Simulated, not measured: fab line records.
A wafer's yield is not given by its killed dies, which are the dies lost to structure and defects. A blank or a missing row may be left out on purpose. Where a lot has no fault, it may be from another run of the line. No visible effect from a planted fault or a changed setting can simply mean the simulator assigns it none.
A lot that was struck, set against a sound lot -- flow sky130 -- 17 steps out of a route of 708
Sound: wafers L515.1, L515.2, L515.3. Struck: wafer L526.1. (L526.2, L526.5 of the same lot were not struck and are left out.) The cause comes at the end.
Each step with rows lists, per side, the tool, then ch with its chambers, then its first start. Under that, the readings that differ: sound wafers -- struck wafers -- difference of the means -- sigmas: that difference in standard deviations of wafers without a fault.
alike: a reading whose means differ by less than 2 such deviations, as well as words and numbers matching on both sides. not compared: withheld readings; readings where some wafer has no value; bounds like >300 that might hide an equal value; numbers whose values overlap and for which the record gives no deviation.
Wherever a step has rows on one side only, a row that says differs or no value, or a row with sigmas, the two part there. When numbers do not overlap yet have no deviation, they are printed without sigmas and do not part them. A reading that every wafer of one side lacks parts them only if that side has two wafers or more.

first, 2 steps without rows for these wafers: SKY_CONTACT_PEB_12; SKY_CONTACT_DEVELOP_13 (develop time 60 s).
SKY_CONTACT_CD_MEAS_14: target cd 170 nm.
  sound on cd_sem-02, day 32 00:17; struck on cd_sem-02, day 35 22:15
  alike: cd_nm
SKY_CONTACT_OVL_MEAS_15:
  sound on overlay-01, day 32 00:24; struck on overlay-01, day 35 22:22
  alike: CONTACT_OVL
SKY_CONTACT_ETCH_16: etches BARC in N2/H2, stops on SiO2, time 45.9 s, target depth 60 nm.
  sound on rie_diel-02 ch 0,1,3, day 32 00:26; struck on rie_diel-01 ch 3, day 35 22:25
reading,sound,struck,difference,sigmas
oes_product_au (a.u.),0.846 0.857 0.858,0.842,-0.012,-2
rf_hours_counter_h (h),1 0 7,15,+12,
  alike: bias_w, drypump_motor_current_A, throttle_valve_pct
SKY_CONTACT_ETCH_17: etches SiO2 in C4F8/O2/Ar, stops on Si3N4, target depth 340 nm.
  sound on rie_diel-02 ch 0,1,3, day 32 00:29; struck on rie_diel-01 ch 3, day 35 22:27
  alike: bias_w, oes_product_au
SKY_CONTACT_ETCH_18: etches Si3N4 in CHF3/O2, stops on TiN, time 39 s, target depth 75 nm.
  sound on rie_diel-02 ch 0,1,3; struck on rie_diel-01 ch 3
reading,sound,struck,difference,sigmas
rf_hours_counter_h (h),1 0 7,15,+12,
  alike: bias_w, drypump_motor_current_A, oes_product_au, throttle_valve_pct
then, 4 steps without rows for these wafers: SKY_CONTACT_STRIP_19 (strips in O2/N2); SKY_CONTACT_STRIP_20 (strips in post etch residue remover, time 1200 s); SKY_CONTACT_CLEAN_21 (cleans in IPA, time 180 s); SKY_CONTACT_CLEAN_22 (cleans in O3/DIW).
SKY_CONTACT_SPUTTER_23: material TiN, target thk 20 nm, time 80 s.
  sound on pvd_sputter-01, day 32 01:14; struck on pvd_sputter-01, day 35 23:08
  alike: throttle_valve_pct
SKY_CONTACT_CVD_24: deposits W, target thk 340 nm, time 102.12 s.
  sound on cvd_w-02 ch 0,1, day 32 01:18; struck on cvd_w-01 ch 1, day 35 23:11
reading,sound,struck,difference,sigmas
chamber_pressure_Torr (Torr),39.94 40.06 40.02,33.15,-6.86,-76
model.W_of_CONTACT_CVD_24.thk_nm (nm),335.8 337.3 336.4,310.1,-26.4,
  alike: heater_power_w
SKY_CONTACT_RS_MEAS_25: measures by four-point-probe.
  sound on film_metro-04, day 32 01:25; struck on film_metro-01, day 35 23:18
reading,sound,struck,difference,sigmas
CONTACT_W_RS (ohm/sq),0.341 0.339 0.341,0.371,+0.031,+6
SKY_CONTACT_THK_MEAS_26: measures by xrf.
  sound on film_metro-04, day 32 01:32; struck on film_metro-01, day 35 23:25
reading,sound,struck,difference,sigmas
CONTACT_W_THK (nm),325 324 324,302,-22,-4
SKY_CONTACT_CMP_27: polishes, stops on SiO2, t overpolish 15 s, target thk 0 nm.
  sound on cmp-02 ch 0,1,3, day 32 01:38; struck on cmp-01 ch 3, day 35 23:32
  alike: motor_current_A, retaining_ring_pressure_frac
-- the record jumps here: 13 days lie between the struck wafers' starts before and after (it left off in module CONTACT and takes up again in module PAD_OPEN, whose first step shown is number 708 of the route) --
SKY_PAD_OPEN_PROBE_99:
  sound on prober-01, day 46 08:25; struck on prober-02, day 49 05:56
  alike: killed_at_M0_to_M3, killed_at_M4_up, killed_at_contacts, killed_at_front_end, killed_at_other, killed_dies, killed_open, killed_short

## WHERE THEY PART
Last at SKY_CONTACT_THK_MEAS_26 as far as this record goes, first at SKY_CONTACT_ETCH_16. Later steps at which nothing parts them and some readings are alike: SKY_CONTACT_CMP_27, SKY_PAD_OPEN_PROBE_99.

WHY: the cause the simulator had injected
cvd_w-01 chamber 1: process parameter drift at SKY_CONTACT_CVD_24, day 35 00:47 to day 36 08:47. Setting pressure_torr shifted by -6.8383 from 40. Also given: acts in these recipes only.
